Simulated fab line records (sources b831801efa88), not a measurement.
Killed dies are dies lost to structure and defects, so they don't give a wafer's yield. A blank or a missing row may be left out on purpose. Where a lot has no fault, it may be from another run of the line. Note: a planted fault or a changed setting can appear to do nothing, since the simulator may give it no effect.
fab line records | flow gf180mcu | part 1 of 2: steps 1 to 37 of 49
record: lots: 5 | wafers: 15 | last-day: 33
route steps=602 shown DUAL_GATE@146 POLY_GATE@157 HV_LDD@176
lots untouched by any fault: they come from a run of this same line in which no faults occurred
start-h: the number of hours between the record's first day and the start of the first shown wafer of the lot | wait-h: hours since the lot's step before | " the same as in the row above | L1.1+2: several wafers, shown together as one row | - no value, or no start was given | * or withheld: withheld | < > ~ a bound
route shown NAME@n: a module of which the file shows steps, and the number in the route of the first | usual: the fault-free wafers' mean and standard deviation | same: alike in all rows | chamber/n: place in a boat | sites: each site's reading | _std_site: standard deviation of those values | _edge_site: the outer-site mean with the inner-site mean subtracted | radius-mm: for every site, how far away it sits from the centre of the wafer | mask NAME#n: copy n | behind: the most recent tool/chamber to have shaped the wafer | hold: what put the lot on hold/how long, in hours/how the hold closed | device: the transistor (n, p or np) that didn't switch | end of line: tests of these same wafers at the route's end | for a step that has no rows: nothing shown but its recipe | killed: at the first sort, the dies lost to defects and structure; wafer yield is something else | map: the dies of a wafer, with x for killed, . for not killed, _ for no die there
set.NAME: the setting as run; set.NAME@STEP: as run at that earlier step | model.NAME: the simulator's own value behind a step, which no gauge read
a table for each step, a row for each wafer; lots at some steps of the route
services: a tool's chamber out of use, with start hour (start-h, from the record's first day; less than 0 if before it), hours out, and reason
== steps ==
step: GF_DUAL_GATE_HMDS_05
recipe: prime-time-s: 60 | prime-temp-c: 120
lot.wafer  | tool           | chamber | start-h | wait-h
L078.1+4+6 | litho-track-04 | 0       | 193.61  | 0.1
L084.1+3+5 | litho-track-02 | 0       | 242.47  | 0.1
L089.4+5+6 | litho-track-04 | 0       | 272.43  | 0.1
L090.3+5+6 | litho-track-04 | 0       | 277.16  | 0.1
L092.2+3+5 | litho-track-01 | 0       | 292.25  | 0.1
step: GF_DUAL_GATE_COAT_06
recipe: resist: NOVOLAK | spin-rpm: 3000 | resist-thk-nm: 1000
lot.wafer  | tool           | chamber | start-h | wait-h
L078.1+4+6 | litho-track-04 | 0       | 193.76  | 0.1
L084.1+3+5 | litho-track-02 | 0       | 242.62  | 0.1
L089.4+5+6 | litho-track-04 | 0       | 272.58  | 0.1
L090.3+5+6 | litho-track-04 | 0       | 277.31  | 0.1
L092.2+3+5 | litho-track-01 | 0       | 292.40  | 0.1
step: GF_DUAL_GATE_SOFTBAKE_07
recipe: temp-c: 90 | time-s: 60 | resist: NOVOLAK
lot.wafer  | tool           | chamber | start-h | wait-h
L078.1+4+6 | litho-track-04 | 0       | 193.91  | 0.1
L084.1+3+5 | litho-track-02 | 0       | 242.77  | 0.1
L089.4+5+6 | litho-track-04 | 0       | 272.73  | 0.1
L090.3+5+6 | litho-track-04 | 0       | 277.46  | 0.1
L092.2+3+5 | litho-track-01 | 0       | 292.55  | 0.1
step: GF_DUAL_GATE_EXPOSE_08
recipe: mask-id: Dualgate | target-cd-nm: 700 | na: 0.6 | source-shape: conventional | sigma-outer: 0.6 | dose-mj: 140
lot.wafer  | tool             | chamber | start-h | wait-h | mask
L078.1+4+6 | iline-stepper-02 | 0       | -       | -      | Dualgate#0
L084.1+3+5 | iline-stepper-02 | 0       | -       | -      | Dualgate#0
L089.4+5+6 | iline-stepper-02 | 0       | -       | -      | Dualgate#0
L090.3+5+6 | iline-stepper-02 | 0       | -       | -      | Dualgate#0
L092.2+3+5 | iline-stepper-01 | 0       | -       | -      | Dualgate#0
step: GF_DUAL_GATE_PEB_09
recipe: temp-c: withheld | time-s: * | resist: NOVOLAK
lot.wafer  | tool           | chamber | start-h | wait-h
L078.1+4+6 | litho-track-01 | 0       | -       | -
L084.1+3+5 | litho-track-01 | 0       | -       | -
L089.4+5+6 | litho-track-04 | 0       | -       | -
L090.3+5+6 | litho-track-04 | 0       | -       | -
L092.2+3+5 | litho-track-02 | 0       | -       | -
step: GF_DUAL_GATE_DEVELOP_10
recipe: develop-time-s: 60 | dev-temp-c: 23
lot.wafer  | tool           | chamber | start-h | wait-h
L078.1+4+6 | litho-track-01 | 0       | 202.63  | 0.1
L084.1+3+5 | litho-track-01 | 0       | 252.23  | 0.1
L089.4+5+6 | litho-track-04 | 0       | 282.03  | 0.1
L090.3+5+6 | litho-track-04 | 0       | 287.21  | 0.1
L092.2+3+5 | litho-track-02 | 0       | 302.30  | 0.1
step: GF_DUAL_GATE_OVL_MEAS_11
usual: DUAL_GATE_OVL: -1.2/1.4
lot.wafer | tool       | chamber | start-h | wait-h | DUAL_GATE_OVL[nm]
L078.1    | overlay-02 | -       | 202.78  | 0.1    | -0.8
L078.4    | "          | -       | "       | "      | -0.5
L078.6    | "          | -       | "       | "      | -0.9
L084.1    | overlay-01 | -       | 252.38  | 0.1    | -3.3
L084.3    | "          | -       | "       | "      | -1.5
L084.5    | "          | -       | "       | "      | -3.5
L089.4    | overlay-02 | -       | 282.13  | 0.1    | -0.6
L089.5    | "          | -       | "       | "      | -0.2
L089.6    | "          | -       | "       | "      | -0.7
L090.3    | overlay-02 | -       | 287.32  | 0.1    | -4.2
L090.5    | "          | -       | "       | "      | -2.8
L090.6    | "          | -       | "       | "      | -1.3
L092.2    | overlay-01 | -       | 302.43  | 0.1    | -0.3
L092.3    | "          | -       | "       | "      | 1.1
L092.5    | "          | -       | "       | "      | 0.6
step: GF_DUAL_GATE_WET_ETCH_12
recipe: chemistry: dHF | target-depth-nm: 13 | dry: n2-spin | target: SiO2 | temp-c: 25 | dilution: 100:1 | time-s: 260
lot.wafer  | tool         | chamber | start-h | wait-h
L078.1+4+6 | wet-bench-01 | 1       | 202.81  | 0.0
L084.1+3+5 | wet-bench-04 | 2       | 252.41  | 0.0
L089.4+5+6 | wet-bench-01 | 2       | 282.15  | 0.0
L090.3+5+6 | wet-bench-04 | 2       | 287.35  | 0.0
L092.2+3+5 | wet-bench-04 | 2       | 302.46  | 0.0
step: GF_DUAL_GATE_STRIP_13
recipe: chemistry: O2/N2 | power-w: 1400 | pressure-mtorr: 1500 | platen-temp-c: 250 | o2-flow-sccm: 3000 | n2-flow-sccm: 300 | overash-fraction: 0.5
usual: drypump-motor-current-A: 6.0/0.66 | heater-power-w: 374/52 | oes-product-au: 0.715/0.0044 | strip-time-to-endpoint-s: 12.62/0.039
lot.wafer | tool            | chamber | start-h | wait-h | drypump-motor-current-A | heater-power-w | oes-product-au | rf-hours-counter-h | strip-time-to-endpoint-s
L078.1    | plasma-asher-01 | 1       | 202.90  | 0.0    | 6.2                     | 415            | 0.709          | 9                  | 12.62
L078.4    | "               | 0       | "       | "      | 6.7                     | 331            | 0.716          | -                  | 12.66
L078.6    | "               | 0       | "       | "      | 6.8                     | 332            | 0.709          | -                  | 12.62
L084.1    | plasma-asher-02 | 1       | 252.49  | 0.0    | 6.1                     | 343            | 0.706          | 60                 | 12.64
L084.3    | "               | 1       | "       | "      | 6.1                     | 342            | 0.712          | -                  | 12.61
L084.5    | "               | 1       | "       | "      | 6.1                     | 348            | 0.719          | -                  | 12.58
L089.4    | plasma-asher-02 | 0       | 282.26  | 0.0    | 4.8                     | 450            | 0.716          | -                  | 12.61
L089.5    | "               | 1       | "       | "      | 6.1                     | 348            | 0.719          | -                  | 12.59
L089.6    | "               | 0       | "       | "      | 4.8                     | 446            | 0.714          | -                  | 12.59
L090.3    | plasma-asher-01 | 1       | 287.46  | 0.0    | 6.2                     | 412            | 0.716          | -                  | 12.68
L090.5    | "               | 0       | "       | "      | 6.8                     | 327            | 0.713          | -                  | 12.68
L090.6    | "               | 1       | "       | "      | 6.2                     | 399            | 0.714          | -                  | 12.63
L092.2    | plasma-asher-01 | 0       | 302.54  | 0.0    | 6.7                     | 322            | 0.710          | 21                 | 12.65
L092.3    | "               | 1       | "       | "      | 6.2                     | 405            | 0.710          | -                  | 12.67
L092.5    | "               | 1       | "       | "      | 6.2                     | 402            | 0.720          | -                  | 12.62
step: GF_DUAL_GATE_CLEAN_14
recipe: chemistry: SC1/SC2 | mix: 1:4:20 | temp-c: 70 | time-s: 150 | dry: n2-spin
lot.wafer  | tool         | chamber | start-h | wait-h
L078.1+4+6 | wet-bench-04 | 2       | 203.00  | 0.1
L084.1+3+5 | wet-bench-04 | 2       | 252.59  | 0.1
L089.4+5+6 | wet-bench-02 | 3       | 282.33  | 0.0
L090.3+5+6 | wet-bench-02 | 3       | 287.53  | 0.0
L092.2+3+5 | wet-bench-02 | 3       | 302.64  | 0.1
step: GF_DUAL_GATE_OXIDATION_15
recipe: temp-c: 850 | ambient: O2 | stabilise-s: 600 | purge-s: 300 | target-thk-a: 70.98 | ox-time-s: 1995
lot.wafer  | tool       | chamber | start-h | wait-h
L078.1+4+6 | furnace-01 | 0       | 203.05  | 0.0
L084.1+3+5 | furnace-02 | 0       | 252.64  | 0.0
L089.4+5+6 | furnace-01 | 0       | 282.38  | 0.0
L090.3+5+6 | furnace-01 | 0       | 287.76  | 0.2
L092.2+3+5 | furnace-01 | 0       | 302.69  | 0.0
step: GF_POLY_GATE_CVD_00
recipe: material: poly-Si | target-thk-nm: 200 | temp-c: 620 | time-s: 1200 | pressure-mtorr: 200
lot.wafer  | tool     | chamber | start-h | wait-h
L078.1+4+6 | lpcvd-02 | 1       | 204.60  | 0.0
L084.1+3+5 | lpcvd-02 | 0       | 254.20  | 0.0
L089.4+5+6 | lpcvd-01 | 0       | 283.93  | 0.0
L090.3+5+6 | lpcvd-02 | 0       | 289.32  | 0.0
L092.2+3+5 | lpcvd-02 | 1       | 304.25  | 0.0
step: GF_POLY_GATE_THK_MEAS_01
recipe: reads: poly-Si_of_POLY_GATE_CVD_00
usual: POLY_GATE_CVD_00_THK: 200.2/2
lot.wafer | tool          | chamber | start-h | wait-h | POLY_GATE_CVD_00_THK[nm]
L078.1    | film-metro-01 | -       | 205.93  | 0.0    | 200.3
L078.4    | "             | -       | "       | "      | 201.3
L078.6    | "             | -       | "       | "      | 201.5
L084.1    | film-metro-02 | -       | 255.53  | 0.0    | 199.8
L084.3    | "             | -       | "       | "      | 199.7
L084.5    | "             | -       | "       | "      | 199.7
L089.4    | film-metro-04 | -       | 285.29  | 0.0    | 200.7
L089.5    | "             | -       | "       | "      | 201.5
L089.6    | "             | -       | "       | "      | 202.4
L090.3    | film-metro-04 | -       | 290.67  | 0.0    | 202.7
L090.5    | "             | -       | "       | "      | 202.4
L090.6    | "             | -       | "       | "      | 201.3
L092.2    | film-metro-04 | -       | 305.59  | 0.0    | 198.9
L092.3    | "             | -       | "       | "      | 197.8
L092.5    | "             | -       | "       | "      | 199.8
step: GF_POLY_GATE_DEHYDRATE_02
recipe: temp-c: 200 | time-s: 60
lot.wafer  | tool           | chamber | start-h | wait-h
L078.1+4+6 | litho-track-04 | 0       | 214.41  | 8.5
L084.1+3+5 | litho-track-02 | 0       | 264.62  | 9.1
L089.4+5+6 | litho-track-02 | 0       | 294.85  | 9.5
L090.3+5+6 | litho-track-02 | 0       | 300.07  | 9.4
L092.2+3+5 | litho-track-04 | 0       | 315.28  | 9.7
step: GF_POLY_GATE_HMDS_03
recipe: prime-time-s: 60 | prime-temp-c: 120
lot.wafer  | tool           | chamber | start-h | wait-h
L078.1+4+6 | litho-track-04 | 0       | 214.56  | 0.1
L084.1+3+5 | litho-track-02 | 0       | 264.77  | 0.1
L089.4+5+6 | litho-track-02 | 0       | 295.00  | 0.1
L090.3+5+6 | litho-track-02 | 0       | 300.22  | 0.1
L092.2+3+5 | litho-track-04 | 0       | 315.43  | 0.1
step: GF_POLY_GATE_COAT_04
recipe: resist: BARC | temp-c: withheld | time-s: withheld | spin-rpm: withheld | resist-thk-nm: withheld
lot.wafer  | tool           | chamber | start-h | wait-h
L078.1+4+6 | litho-track-04 | 0       | 214.71  | 0.1
L084.1+3+5 | litho-track-02 | 0       | 264.92  | 0.1
L089.4+5+6 | litho-track-02 | 0       | 295.15  | 0.1
L090.3+5+6 | litho-track-02 | 0       | 300.37  | 0.1
L092.2+3+5 | litho-track-04 | 0       | 315.58  | 0.1
step: GF_POLY_GATE_COAT_05
recipe: resist: KrF | spin-rpm: withheld | resist-thk-nm: 700
lot.wafer  | tool           | chamber | start-h | wait-h
L078.1+4+6 | litho-track-04 | 0       | -       | -
L084.1+3+5 | litho-track-02 | 0       | -       | -
L089.4+5+6 | litho-track-02 | 0       | -       | -
L090.3+5+6 | litho-track-02 | 0       | -       | -
L092.2+3+5 | litho-track-04 | 0       | -       | -
step: GF_POLY_GATE_SOFTBAKE_06
recipe: temp-c: 130 | time-s: 60 | resist: KrF
lot.wafer  | tool           | chamber | start-h | wait-h
L078.1+4+6 | litho-track-04 | 0       | -       | -
L084.1+3+5 | litho-track-02 | 0       | -       | -
L089.4+5+6 | litho-track-02 | 0       | -       | -
L090.3+5+6 | litho-track-02 | 0       | -       | -
L092.2+3+5 | litho-track-04 | 0       | -       | -
step: GF_POLY_GATE_EXPOSE_07
recipe: mask-id: Poly2 | target-cd-nm: 280 | na: 0.68 | source-shape: conventional | sigma-outer: 0.6 | dose-mj: 28
lot.wafer  | tool           | chamber | start-h | wait-h | mask
L078.1+4+6 | krf-scanner-01 | 0       | -       | -      | Poly2#0
L084.1+3+5 | krf-scanner-02 | 0       | -       | -      | Poly2#0
L089.4+5+6 | krf-scanner-01 | 0       | -       | -      | Poly2#0
L090.3+5+6 | krf-scanner-02 | 0       | -       | -      | Poly2#0
L092.2+3+5 | krf-scanner-02 | 0       | -       | -      | Poly2#0
step: GF_POLY_GATE_PEB_08
recipe: peb-temp-c: 135 | peb-time-s: 90 | resist: KrF
lot.wafer  | tool           | chamber | start-h | wait-h
L078.1+4+6 | litho-track-03 | 0       | -       | -
L084.1+3+5 | litho-track-02 | 0       | -       | -
L089.4+5+6 | litho-track-02 | 0       | -       | -
L090.3+5+6 | litho-track-03 | 0       | -       | -
L092.2+3+5 | litho-track-04 | 0       | -       | -
step: GF_POLY_GATE_DEVELOP_09
recipe: develop-time-s: 60 | resist: KrF | dev-temp-c: 21
lot.wafer  | tool           | chamber | start-h | wait-h
L078.1+4+6 | litho-track-03 | 0       | 223.26  | 0.2
L084.1+3+5 | litho-track-02 | 0       | 274.52  | 0.2
L089.4+5+6 | litho-track-02 | 0       | 305.00  | 0.1
L090.3+5+6 | litho-track-03 | 0       | 311.16  | 0.1
L092.2+3+5 | litho-track-04 | 0       | 326.13  | 0.2
step: GF_POLY_GATE_CD_MEAS_10
recipe: target-cd-nm: 280
usual: cd-nm: 280.2/1.1
lot.wafer | tool      | chamber | start-h | wait-h | cd-nm
L078.1    | cd-sem-02 | -       | 223.41  | 0.1    | 281.0
L078.4    | "         | -       | "       | "      | 280.1
L078.6    | "         | -       | "       | "      | 279.7
L084.1    | cd-sem-01 | -       | 274.67  | 0.1    | 279.2
L084.3    | "         | -       | "       | "      | 278.5
L084.5    | "         | -       | "       | "      | 279.8
L089.4    | cd-sem-01 | -       | 305.13  | 0.1    | 278.9
L089.5    | "         | -       | "       | "      | 280.7
L089.6    | "         | -       | "       | "      | 279.1
L090.3    | cd-sem-02 | -       | 311.30  | 0.1    | 281.5
L090.5    | "         | -       | "       | "      | 279.8
L090.6    | "         | -       | "       | "      | 280.0
L092.2    | cd-sem-01 | -       | 326.28  | 0.1    | 280.1
L092.3    | "         | -       | "       | "      | 280.5
L092.5    | "         | -       | "       | "      | 282.1
step: GF_POLY_GATE_OVL_MEAS_11
usual: POLY_GATE_OVL: -3/5
lot.wafer | tool       | chamber | start-h | wait-h | POLY_GATE_OVL[nm]
L078.1    | overlay-01 | -       | 223.53  | 0.1    | -3
L078.4    | "          | -       | "       | "      | -2
L078.6    | "          | -       | "       | "      | 3
L084.1    | overlay-01 | -       | 274.79  | 0.1    | -3
L084.3    | "          | -       | "       | "      | -3
L084.5    | "          | -       | "       | "      | 0
L089.4    | overlay-02 | -       | 305.21  | 0.1    | 3
L089.5    | "          | -       | "       | "      | -4
L089.6    | "          | -       | "       | "      | 4
L090.3    | overlay-02 | -       | 311.39  | 0.1    | -2
L090.5    | "          | -       | "       | "      | 0
L090.6    | "          | -       | "       | "      | -1
L092.2    | overlay-02 | -       | 326.38  | 0.1    | -8
L092.3    | "          | -       | "       | "      | -5
L092.5    | "          | -       | "       | "      | -9
step: GF_POLY_GATE_ETCH_12
recipe: chemistry: N2/H2 | target-depth-a: withheld | overetch-a: withheld | time-s: withheld | target: BARC | ion-energy-ev: 200 | source-w: 500 | bias-w: 100 | pressure-mtorr: 30 | n2-flow-sccm: 100 | h2-flow-sccm: 200
usual: drypump-motor-current-A: 5.9/0.52 | oes-product-au: 0.735/0.0042 | throttle-valve-pct: 13.216/0.0096
lot.wafer | tool        | chamber | start-h | wait-h | drypump-motor-current-A | oes-product-au | throttle-valve-pct
L078.1    | rie-diel-04 | 0       | 223.57  | 0.0    | 6.4                     | 0.734          | 13.203
L078.4    | "           | 2       | "       | "      | 5.8                     | 0.733          | 13.217
L078.6    | "           | 3       | "       | "      | 5.1                     | 0.736          | 13.220
L084.1    | rie-diel-03 | 0       | 274.83  | 0.0    | 6.7                     | 0.733          | 13.206
L084.3    | "           | 3       | "       | "      | 4.9                     | 0.736          | 13.232
L084.5    | "           | 2       | "       | "      | 5.3                     | 0.745          | 13.222
L089.4    | rie-diel-03 | 2       | 305.23  | 0.0    | 5.3                     | 0.736          | 13.205
L089.5    | "           | 1       | "       | "      | 6.1                     | 0.738          | 13.201
L089.6    | "           | 0       | "       | "      | 6.7                     | 0.733          | 13.218
L090.3    | rie-diel-03 | 0       | 311.42  | 0.0    | 6.7                     | 0.734          | 13.218
L090.5    | "           | 0       | "       | "      | 6.7                     | 0.735          | 13.205
L090.6    | "           | 1       | "       | "      | 6.1                     | 0.731          | 13.219
L092.2    | rie-diel-02 | 2       | 326.41  | 0.0    | 6.3                     | 0.740          | 13.213
L092.3    | "           | 0       | "       | "      | 6.2                     | 0.740          | 13.218
L092.5    | "           | 3       | "       | "      | 6.6                     | 0.745          | 13.224
step: GF_POLY_GATE_ETCH_13
recipe: target: poly-Si | target-depth-nm: 198.5 | stop-on: SiO2 | over-etch-frac: 0.403 | chemistry: HBr/Cl2 | icp-w: 400 | bias-w: 100 | pressure-mtorr: 10 | HBr_flow_sccm: 150 | Cl2_flow_sccm: 50 | time-s: 69.6
usual: drypump-motor-current-A: 5.8/0.39 | oes-product-au: 0.988/0.0081 | throttle-valve-pct: 33.684/0.0096
lot.wafer | tool      | chamber | start-h | wait-h | drypump-motor-current-A | oes-product-au | rf-hours-counter-h | throttle-valve-pct
L078.1    | rie-si-02 | 3       | 223.62  | -      | 5.8                     | 0.995          | 94                 | 33.685
L078.4    | "         | 1       | "       | "      | 5.3                     | 0.981          | 4                  | 33.676
L078.6    | "         | 2       | "       | "      | 6.0                     | 0.990          | -                  | 33.684
L084.1    | rie-si-02 | 2       | 274.88  | -      | 6.0                     | 0.990          | 99                 | 33.693
L084.3    | "         | 0       | "       | "      | 6.3                     | 0.991          | 2                  | 33.686
L084.5    | "         | 3       | "       | "      | 5.9                     | 0.998          | -                  | 33.690
L089.4    | rie-si-01 | 3       | 305.28  | -      | 5.4                     | 0.976          | 42                 | 33.684
L089.5    | "         | 1       | "       | "      | 5.2                     | 0.986          | -                  | 33.676
L089.6    | "         | 0       | "       | "      | 6.3                     | 0.984          | -                  | 33.682
L090.3    | rie-si-01 | 3       | 311.47  | -      | 5.5                     | 0.994          | 42                 | 33.685
L090.5    | "         | 2       | "       | "      | 5.9                     | 0.992          | -                  | 33.685
L090.6    | "         | 3       | "       | "      | 5.5                     | 0.988          | -                  | 33.675
L092.2    | rie-si-02 | 0       | 326.47  | -      | 6.2                     | 0.999          | 2                  | 33.693
L092.3    | "         | 3       | "       | "      | 5.8                     | 0.987          | 95                 | 33.691
L092.5    | "         | 0       | "       | "      | 6.2                     | 0.995          | -                  | 33.691
step: GF_POLY_GATE_STRIP_14
recipe: chemistry: O2/N2 | power-w: 1400 | pressure-mtorr: 1500 | platen-temp-c: 250 | o2-flow-sccm: 3000 | n2-flow-sccm: 300 | overash-fraction: 0.5
usual: drypump-motor-current-A: 5.7/0.49 | heater-power-w: 344/58 | oes-product-au: 0.505/0.0049
lot.wafer | tool            | chamber | start-h | wait-h | drypump-motor-current-A | heater-power-w | oes-product-au | rf-hours-counter-h
L078.1    | plasma-asher-03 | 0       | 223.67  | 0.0    | 6.1                     | 338            | 0.500          | 52
L078.4    | "               | 0       | "       | "      | 6.1                     | 336            | 0.506          | -
L078.6    | "               | 0       | "       | "      | 6.1                     | 331            | 0.503          | -
L084.1    | plasma-asher-03 | 0       | 274.94  | 0.0    | 6.1                     | 344            | 0.505          | 59
L084.3    | "               | 1       | "       | "      | 6.0                     | 289            | 0.504          | -
L084.5    | "               | 1       | "       | "      | 6.0                     | 282            | 0.497          | -
L089.4    | plasma-asher-03 | 1       | 305.37  | 0.1    | 6.0                     | 291            | 0.510          | -
L089.5    | "               | 0       | "       | "      | 6.1                     | 342            | 0.506          | -
L089.6    | "               | 1       | "       | "      | 6.0                     | 278            | 0.502          | -
L090.3    | plasma-asher-04 | 0       | 311.56  | 0.1    | 5.8                     | 280            | 0.507          | -
L090.5    | "               | 1       | "       | "      | 5.4                     | 344            | 0.506          | -
L090.6    | "               | 0       | "       | "      | 5.9                     | 291            | 0.514          | -
L092.2    | plasma-asher-04 | 0       | 326.52  | 0.0    | 5.8                     | 284            | 0.510          | 53
L092.3    | "               | 0       | "       | "      | 5.8                     | 281            | 0.508          | -
L092.5    | "               | 1       | "       | "      | 5.4                     | 340            | 0.502          | -
step: GF_POLY_GATE_CLEAN_15
recipe: chemistry: SC1/SC2 | mix: 1:4:20 | temp-c: 70 | time-s: 150 | dry: n2-spin
lot.wafer  | tool         | chamber | start-h | wait-h
L078.1+4+6 | wet-bench-01 | 0       | 223.77  | 0.1
L084.1+3+5 | wet-bench-04 | 1       | 275.04  | 0.1
L089.4+5+6 | wet-bench-03 | 0       | 305.43  | 0.0
L090.3+5+6 | wet-bench-04 | 0       | 311.62  | 0.0
L092.2+3+5 | wet-bench-04 | 3       | 326.64  | 0.1
step: GF_POLY_GATE_OXIDATION_16
recipe: temp-c: 850 | ambient: O2 | stabilise-s: 600 | purge-s: 300 | target-thk-a: 40 | ox-time-s: 899
lot.wafer  | tool       | chamber | start-h | wait-h
L078.1+4+6 | furnace-02 | 0       | 225.35  | 1.5
L084.1+3+5 | furnace-01 | 0       | 275.09  | 0.0
L089.4+5+6 | furnace-01 | 0       | 305.49  | 0.0
L090.3+5+6 | furnace-02 | 0       | 311.68  | 0.0
L092.2+3+5 | furnace-02 | 0       | 326.91  | 0.2
step: GF_POLY_GATE_THK_MEAS_17
recipe: reads: SiO2_of_POLY_GATE_OXIDATION_16
usual: POLY_GATE_OXIDATION_THK: 3.98/0.072
lot.wafer | tool          | chamber | start-h | wait-h | POLY_GATE_OXIDATION_THK[nm]
L078.1    | film-metro-01 | -       | 226.60  | 0.0    | 3.90
L078.4    | "             | -       | "       | "      | 3.90
L078.6    | "             | -       | "       | "      | 3.96
L084.1    | film-metro-02 | -       | 276.34  | 0.0    | 3.88
L084.3    | "             | -       | "       | "      | 3.86
L084.5    | "             | -       | "       | "      | 3.95
L089.4    | film-metro-02 | -       | 306.77  | 0.0    | 3.98
L089.5    | "             | -       | "       | "      | 3.99
L089.6    | "             | -       | "       | "      | 4.03
L090.3    | film-metro-02 | -       | 312.95  | 0.0    | 3.96
L090.5    | "             | -       | "       | "      | 3.93
L090.6    | "             | -       | "       | "      | 3.91
L092.2    | film-metro-04 | -       | 328.17  | 0.0    | 4.02
L092.3    | "             | -       | "       | "      | 4.04
L092.5    | "             | -       | "       | "      | 4.00
step: GF_POLY_GATE_CD_MEAS_18
usual: cd-nm: 280.7/1.9
lot.wafer | tool      | chamber | start-h | wait-h | cd-nm
L078.1    | cd-sem-02 | -       | 226.66  | 0.1    | 280.8
L078.4    | "         | -       | "       | "      | 281.1
L078.6    | "         | -       | "       | "      | 281.4
L084.1    | cd-sem-02 | -       | 276.40  | 0.1    | 279.6
L084.3    | "         | -       | "       | "      | 276.1
L084.5    | "         | -       | "       | "      | 276.9
L089.4    | cd-sem-01 | -       | 306.88  | 0.1    | 276.9
L089.5    | "         | -       | "       | "      | 282.2
L089.6    | "         | -       | "       | "      | 281.3
L090.3    | cd-sem-02 | -       | 313.04  | 0.1    | 281.2
L090.5    | "         | -       | "       | "      | 278.9
L090.6    | "         | -       | "       | "      | 278.8
L092.2    | cd-sem-02 | -       | 328.26  | 0.1    | 278.4
L092.3    | "         | -       | "       | "      | 280.1
L092.5    | "         | -       | "       | "      | 281.3
step: GF_HV_LDD_DEHYDRATE_00
recipe: temp-c: 200 | time-s: 60
lot.wafer  | tool           | chamber | start-h | wait-h
L078.1+4+6 | litho-track-02 | 0       | 235.22  | 8.5
L084.1+3+5 | litho-track-01 | 0       | 285.23  | 8.8
L089.4+5+6 | litho-track-01 | 0       | 316.70  | 9.8
L090.3+5+6 | litho-track-03 | 0       | 322.71  | 9.6
L092.2+3+5 | litho-track-02 | 0       | 338.45  | 10.2
step: GF_HV_LDD_HMDS_01
recipe: prime-time-s: 60 | prime-temp-c: 120
lot.wafer  | tool           | chamber | start-h | wait-h
L078.1+4+6 | litho-track-02 | 0       | 235.37  | 0.1
L084.1+3+5 | litho-track-01 | 0       | 285.38  | 0.1
L089.4+5+6 | litho-track-01 | 0       | 316.85  | 0.1
L090.3+5+6 | litho-track-03 | 0       | 322.86  | 0.1
L092.2+3+5 | litho-track-02 | 0       | 338.60  | 0.1
step: GF_HV_LDD_COAT_02
recipe: resist: NOVOLAK | spin-rpm: 3000 | resist-thk-nm: 1000
lot.wafer  | tool           | chamber | start-h | wait-h
L078.1+4+6 | litho-track-02 | 0       | 235.52  | 0.1
L084.1+3+5 | litho-track-01 | 0       | 285.53  | 0.1
L089.4+5+6 | litho-track-01 | 0       | 317.00  | 0.1
L090.3+5+6 | litho-track-03 | 0       | 323.01  | 0.1
L092.2+3+5 | litho-track-02 | 0       | 338.75  | 0.1
step: GF_HV_LDD_SOFTBAKE_03
recipe: temp-c: 90 | time-s: 60 | resist: NOVOLAK
lot.wafer  | tool           | chamber | start-h | wait-h
L078.1+4+6 | litho-track-02 | 0       | 235.67  | 0.1
L084.1+3+5 | litho-track-01 | 0       | 285.68  | 0.1
L089.4+5+6 | litho-track-01 | 0       | 317.15  | 0.1
L090.3+5+6 | litho-track-03 | 0       | 323.16  | 0.1
L092.2+3+5 | litho-track-02 | 0       | 338.90  | 0.1
step: GF_HV_LDD_EXPOSE_04
recipe: mask-id: Nplus_LV_AREA | target-cd-nm: 400 | na: 0.6 | source-shape: conventional | sigma-outer: 0.6 | dose-mj: 140
lot.wafer  | tool             | chamber | start-h | wait-h | mask
L078.1+4+6 | iline-stepper-01 | 0       | -       | -      | Nplus_LV_AREA#0
L084.1+3+5 | iline-stepper-02 | 0       | -       | -      | Nplus_LV_AREA#0
L089.4+5+6 | iline-stepper-02 | 0       | -       | -      | Nplus_LV_AREA#0
L090.3+5+6 | iline-stepper-02 | 0       | -       | -      | Nplus_LV_AREA#0
L092.2+3+5 | iline-stepper-01 | 0       | -       | -      | Nplus_LV_AREA#0
step: GF_HV_LDD_PEB_05
recipe: temp-c: withheld | time-s: * | resist: NOVOLAK
lot.wafer  | tool           | chamber | start-h | wait-h
L078.1+4+6 | litho-track-02 | 0       | -       | -
L084.1+3+5 | litho-track-02 | 0       | -       | -
L089.4+5+6 | litho-track-03 | 0       | -       | -
L090.3+5+6 | litho-track-01 | 0       | -       | -
L092.2+3+5 | litho-track-03 | 0       | -       | -
step: GF_HV_LDD_DEVELOP_06
recipe: develop-time-s: 60 | dev-temp-c: 23
lot.wafer  | tool           | chamber | start-h | wait-h
L078.1+4+6 | litho-track-02 | 0       | 244.92  | 0.1
L084.1+3+5 | litho-track-02 | 0       | 296.02  | 0.1
L089.4+5+6 | litho-track-03 | 0       | 327.14  | 0.1
L090.3+5+6 | litho-track-01 | 0       | 333.68  | 0.1
L092.2+3+5 | litho-track-03 | 0       | 349.69  | 0.1
